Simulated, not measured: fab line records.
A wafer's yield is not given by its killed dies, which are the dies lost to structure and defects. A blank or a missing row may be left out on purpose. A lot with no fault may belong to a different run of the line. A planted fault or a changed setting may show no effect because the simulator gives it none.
Shared-tool check :: flow gf180mcu :: 14 lots, 42 wafers sampled

## THE REASON FOR OPENING IT
GF_NWELL_TW_MEAS_11, reading NWELL_TW: flagged on 2 of 14 lots. Wafers without a fault read 1569, standard deviation 9.4.
Rule: a lot is flagged when every wafer of it that has a number lies more than 4 standard deviations from that mean, or none has a number. As for the other lots, they are considered sound.

lot: L628
measured: day 3 13:29
on: filmMetro-04
NWELL_TW, wafer by wafer: 1566 1565 1557
flag: 

lot: L630
measured: day 4 00:50
on: filmMetro-03
NWELL_TW, wafer by wafer: 1574 1566 1565
flag: 

lot: L639
measured: day 6 02:35
on: filmMetro-03
NWELL_TW, wafer by wafer: 1828 1828 1828
flag: FLAGGED

lot: L640
measured: day 6 06:44
on: filmMetro-04
NWELL_TW, wafer by wafer: 1821 1832 1835
flag: FLAGGED

lot: L641
measured: day 6 11:38
on: filmMetro-02
NWELL_TW, wafer by wafer: 1581 1590 1590
flag: 

lot: L642
measured: day 6 17:13
on: filmMetro-04
NWELL_TW, wafer by wafer: 1561 1574 1569
flag: 

lot: L643
measured: day 7 00:49
on: filmMetro-02
NWELL_TW, wafer by wafer: 1578 1591 1588
flag: 

lot: L644
measured: day 7 04:13
on: filmMetro-02
NWELL_TW, wafer by wafer: 1574 1584 1584
flag: 

lot: L645
measured: day 7 10:20
on: filmMetro-03
NWELL_TW, wafer by wafer: 1577 1563 1565
flag: 

lot: L646
measured: day 7 15:26
on: filmMetro-03
NWELL_TW, wafer by wafer: 1575 1573 1578
flag: 

lot: L647
measured: day 7 22:28
on: filmMetro-04
NWELL_TW, wafer by wafer: 1581 1572 1570
flag: 

lot: L648
measured: day 8 02:50
on: filmMetro-04
NWELL_TW, wafer by wafer: 1566 1568 1570
flag: 

lot: L649
measured: day 8 06:56
on: filmMetro-03
NWELL_TW, wafer by wafer: 1565 1566 1569
flag: 

lot: L650
measured: day 8 11:26
on: filmMetro-04
NWELL_TW, wafer by wafer: 1564 1564 1555
flag: 
The numbers of the flagged lots are 1829 on average: +260 against the usual, or +28 standard deviations.

## WHICH TOOL EACH LOT WENT THROUGH
The record holds 1 process step before the reading, out of a route of 602 steps. Read each cell as the tool, then ch plus the chambers that the sampled wafers visited, then the start.
lot: L628
flag: 
GF_DNWELL_COAT_02: lithoTrack-02 ch 0, day 2 17:53

lot: L630
flag: 
GF_DNWELL_COAT_02: lithoTrack-01 ch 0, day 3 04:40

lot: L639
flag: FLAGGED
GF_DNWELL_COAT_02: lithoTrack-04, day 5 03:40

lot: L640
flag: FLAGGED
GF_DNWELL_COAT_02: lithoTrack-02, day 5 07:44

lot: L641
flag: 
GF_DNWELL_COAT_02: lithoTrack-01 ch 0, day 5 13:34

lot: L642
flag: 
GF_DNWELL_COAT_02: lithoTrack-01 ch 0, day 5 17:52

lot: L643
flag: 
GF_DNWELL_COAT_02: lithoTrack-01 ch 0, day 6 00:52

lot: L644
flag: 
GF_DNWELL_COAT_02: lithoTrack-02 ch 0, day 6 03:44

lot: L645
flag: 
GF_DNWELL_COAT_02: lithoTrack-01 ch 0, day 6 10:11

lot: L646
flag: 
GF_DNWELL_COAT_02: lithoTrack-04 ch 0, day 6 15:21

lot: L647
flag: 
GF_DNWELL_COAT_02: lithoTrack-01 ch 0, day 6 21:55

lot: L648
flag: 
GF_DNWELL_COAT_02: lithoTrack-04 ch 0, day 7 02:04

lot: L649
flag: 
GF_DNWELL_COAT_02: lithoTrack-01 ch 0, day 7 07:01

lot: L650
flag: 
GF_DNWELL_COAT_02: lithoTrack-04 ch 0, day 7 11:33
These steps, and what they do:
- GF_DNWELL_COAT_02: resist thk 3000 nm.
- GF_NWELL_TW_MEAS_11

## FLAGGED OVER TOTAL, TOOL BY TOOL (the gauges that took the reading come last)
step: GF_DNWELL_COAT_02
tool: lithoTrack-01
lots run: 7
flagged: 0
share of the flagged lots: none
sound lots run after its first flagged lot: -

step: GF_DNWELL_COAT_02
tool: lithoTrack-02
lots run: 3
flagged: 1
share of the flagged lots: some
sound lots run after its first flagged lot: 1 (L644)

step: GF_DNWELL_COAT_02
tool: lithoTrack-04
lots run: 4
flagged: 1
share of the flagged lots: some
sound lots run after its first flagged lot: 3 (L646,L648,L650)

step: GF_NWELL_TW_MEAS_11
tool: filmMetro-02
lots run: 3
flagged: 0
share of the flagged lots: none
sound lots run after its first flagged lot: -

step: GF_NWELL_TW_MEAS_11
tool: filmMetro-03
lots run: 5
flagged: 1
share of the flagged lots: some
sound lots run after its first flagged lot: 3 (L645,L646,L649)

step: GF_NWELL_TW_MEAS_11
tool: filmMetro-04
lots run: 6
flagged: 1
share of the flagged lots: some
sound lots run after its first flagged lot: 4 (L642,L647,L648,L650)

## WHAT IS ALLOWED BY THE TABLE
No row of the table ran every flagged lot.

## WHAT THE SIMULATOR PUT IN
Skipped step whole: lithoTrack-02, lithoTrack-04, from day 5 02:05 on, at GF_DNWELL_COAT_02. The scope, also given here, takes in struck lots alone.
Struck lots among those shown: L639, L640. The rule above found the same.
